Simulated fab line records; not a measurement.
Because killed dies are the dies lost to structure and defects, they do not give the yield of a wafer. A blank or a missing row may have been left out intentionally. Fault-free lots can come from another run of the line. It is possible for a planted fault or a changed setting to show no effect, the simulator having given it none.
Comparing a struck lot with a sound one || flow sfq_line || 14 steps out of a route of 325
Sound: the wafers L729.3, L729.4, L729.6. Wafers L740.3, L740.4, L740.5 were the ones struck. The cause is given at the end.
Each step with rows lists, per side, the tool, then ch with its chambers, then its first start. Under that, the readings that differ: sound wafers || struck wafers || difference of the means || sigmas: that difference in standard deviations of wafers without a fault.
alike: readings with means less than 2 such deviations apart, plus words and numbers identical on both sides. not compared: withheld readings, readings lacking a value on some wafer, bounds such as >300 that could conceal the same value, and numbers that have no deviation in the record and whose values overlap.
A row with sigmas, a row that says differs or no value, or rows on one side alone: a step with any of these is where the two part. Numbers that don't overlap but have no deviation are shown without sigmas and don't part them. Lack of a reading on every wafer of one side parts them only where that side has two or more wafers.

SFQ_TRILAYER_I0_DEP_PECVD_027: deposits SiO2 from SiH4/N2O, time 111.11 s, target thk 500 nm.
  sound on pecvd-03 ch 0,2, day 7 23:20; struck on pecvd-02 ch 0,1, day 10 17:20
  alike: heater_power_w, showerhead_vpp_V, throttle_valve_pct
SFQ_TRILAYER_I0_CMP_CMP_028: polishes SiO2.
  sound on cmp-01 ch 1,2, day 7 23:54; struck on cmp-01 ch 1,2,3, day 11 10:17
  alike: motor_current_A, time_to_endpoint_s
SFQ_I0_BOW_MEAS_907:
  sound on film_metro-02 at day 8 02:26; struck on film_metro-03 at day 11 13:20
  alike: I0_BOW
SFQ_TRILAYER_I0_METRO_MEASURE_029:
  sound on film_metro-02 at day 8 02:55; struck on film_metro-03 at day 11 13:49
  alike: thk_nm
then, 6 steps without rows for these wafers: SFQ_TRILAYER_I0_VIA_LITHO_COAT_036 (resist thk 60.99 nm); SFQ_TRILAYER_I0_VIA_LITHO_COAT_031 (resist thk 650 nm); SFQ_TRILAYER_I0_VIA_LITHO_SOFTBAKE_035; SFQ_TRILAYER_I0_VIA_LITHO_EXPOSE_032 (exposes mask I0, target cd 500 nm); SFQ_TRILAYER_I0_VIA_LITHO_PEB_034 (peb time 60 s); SFQ_TRILAYER_I0_VIA_LITHO_DEVELOP_033 (time 60 s).
-- the record jumps here: 2 days lie between the struck wafers' starts before and after --
SFQ_I0_OVL_MEAS_908:
  sound on overlay-02 at day 10 09:13; struck on overlay-01 at day 13 16:08
{"reading": "I0_OVL (nm)", "sound": "8 12 8", "struck": "-7 -12 -8", "difference": -18, "sigmas": -3}
SFQ_TRILAYER_I0_VIA_BARC_OPEN_VIA_ETCH_046: etches BARC in O2, target depth 125 nm, time 41.7 s.
  sound on rie_diel-04 ch 0,3, day 10 09:14; struck on rie_diel-03 ch 1,3, day 13 16:09
  alike: bias_w, drypump_motor_current_A, oes_product_au
  not compared: rf_hours_counter_h
SFQ_TRILAYER_I0_VIA_ETCH_VIA_ETCH_034: etches SiO2 in CHF3, stops on Nb, target depth 260 nm.
  sound on rie_diel-04 ch 0,3, day 10 09:16; struck on rie_diel-03 ch 1,3, day 13 16:11
{"reading": "bias_w (W)", "sound": "80.26 79.80 79.89", "struck": "78.01 77.72 77.98", "difference": -2.08, "sigmas": -9}
  alike: drypump_motor_current_A, oes_product_au
SFQ_TRILAYER_I0_VIA_STRIP_STRIP_035: strips in O2.
  sound on rie_metal-01 ch 0,1, day 10 09:35; struck on rie_metal-02 ch 0,1, day 13 16:30
  alike: drypump_motor_current_A, oes_product_au
  not compared: rf_hours_counter_h

== WHERE THEY PART ==
At SFQ_I0_OVL_MEAS_908 first; at SFQ_TRILAYER_I0_VIA_ETCH_VIA_ETCH_034 last (within this record only). Later steps at which nothing parts them and some readings are alike: SFQ_TRILAYER_I0_VIA_STRIP_STRIP_035.

WHY: whatever the simulator had introduced
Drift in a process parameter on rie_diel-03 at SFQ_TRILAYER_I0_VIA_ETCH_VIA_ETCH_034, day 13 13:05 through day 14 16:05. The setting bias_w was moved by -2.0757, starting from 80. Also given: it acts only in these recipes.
